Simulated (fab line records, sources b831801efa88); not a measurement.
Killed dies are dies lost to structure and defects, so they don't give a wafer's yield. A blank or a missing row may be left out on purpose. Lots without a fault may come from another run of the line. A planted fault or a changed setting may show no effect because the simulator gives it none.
Problem report in the 8D (eight disciplines) form, filled by code | flow gf180mcu | the parts of the form that need people (team, actions taken, sign-off) are left out

1. THE PROBLEM
time_to_endpoint_s at GF_V3_CMP_04 reads a mean of 21 s on 1 wafer of 1 lot; wafers without a fault read 79 s with a standard deviation of 5.6. That is -10 standard deviations from the usual mean.
The step: polishes SiO2.
First seen on wafer L199.1, day 22 23:50, on cmp-01. The record holds 36 wafers of 12 lots with a number at this step. Rule for "out", or "out of limits": more than 4 standard deviations from the usual mean. The other wafers with a number count as sound.

2. WHAT IT IS AND WHAT IT IS NOT
question                    | is                 | is not
which readings at this step | time_to_endpoint_s | edge_zone_pressure_frac, motor_current_A
which lots                  | L199               | L195, L197, L200, L207, L209, L210, L211, L212, L213, L215, L218
which wafers of those lots  | L199.1             | L199.3, L199.5
read on which tools         | cmp-01             | cmp-02
when                        | from day 22 23:50  | up to then (8 sound wafers); but 27 sound wafers of L200, L207, L209, L210, L211, L212, L213, L215, L218 came after

3. SUSPECTS, AND WHAT RULES EACH OUT
Counting: a tool at a process step up to the reading stays a suspect if it ran every lot that is out. Sound lots after the first of them don't rule it out here, since some wafers of a struck lot are sound.
- pvd_sputter-02 at GF_V1_SPUTTER_22 (material TiN, target thk 10 nm, time 40 s): kept. It ran the lot that is out, L199 (day 19 19:46).
- cmp-01 at GF_V3_CMP_04 (polishes SiO2): kept. It ran the lot that is out, L199 (day 22 23:50); its last sound lot up to then is L197 (day 22 07:50). Its own readings are out on those wafers: time_to_endpoint_s.
- Within cmp-01 at GF_V3_CMP_04: the wafers that are out ran in chamber 0; their sound lot-mates ran in chambers 1, 3.
Left after counting: pvd_sputter-02 at GF_V1_SPUTTER_22, cmp-01 at GF_V3_CMP_04.

4. THE CAUSE (what the simulator had put in)
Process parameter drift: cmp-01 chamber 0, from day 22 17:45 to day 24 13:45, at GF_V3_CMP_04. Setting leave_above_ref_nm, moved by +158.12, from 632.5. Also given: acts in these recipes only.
Counting left 2 suspects, and this tool is among them.

5. THE CHAIN OF EFFECTS, in route order
Each row: a reading whose mean over the struck wafers that have a number lies more than 3 standard deviations from the usual. Only readings for which the record gives a usual standard deviation are gone through. hours: the time from each lot's start at the first step in this table that gives one to its start at this step, as a median over the lots. sigmas: the change in usual standard deviations.
hours | step                    | reading              | usual      | on struck wafers | change | sigmas
0     | GF_V3_CMP_04            | time_to_endpoint_s   | 79 s       | 21               | -58    | -10
-     | GF_V3_ETCH_17           | oes_product_au       | 0.856 a.u. | 0.977            | +0.121 | +25
178   | GF_PASSIVATION_PROBE_99 | defect_limited_yield | 90.4 %     | 74.0             | -16.4  | -12
178   | GF_PASSIVATION_PROBE_99 | killed_at_M0_to_M3   | 20         | 102              | +82    | +17
178   | GF_PASSIVATION_PROBE_99 | killed_dies          | 47         | 128              | +81    | +11
178   | GF_PASSIVATION_PROBE_99 | killed_on_rim        | 9.2        | 53.0             | +43.8  | +16
178   | GF_PASSIVATION_PROBE_99 | sort_bin_5_function  | 5.7 %      | 23.0             | +17.3  | +18
178   | GF_PASSIVATION_PROBE_99 | sort_n_pass          | 445        | 364              | -81    | -11
178   | GF_PASSIVATION_PROBE_99 | sort_yield_pct       | 90.4 %     | 74.0             | -16.4  | -12
The process steps in it:
- GF_V3_CMP_04: polishes SiO2.
- GF_V3_ETCH_17: etches SiO2 in C4F8/O2/Ar, stops on TiN, target depth 635 nm.
- GF_PASSIVATION_PROBE_99

6. WHAT WOULD HAVE CAUGHT IT SOONER
In this record the first reading out of limits was taken at day 22 23:50, 6 hours after the fault began at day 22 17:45.
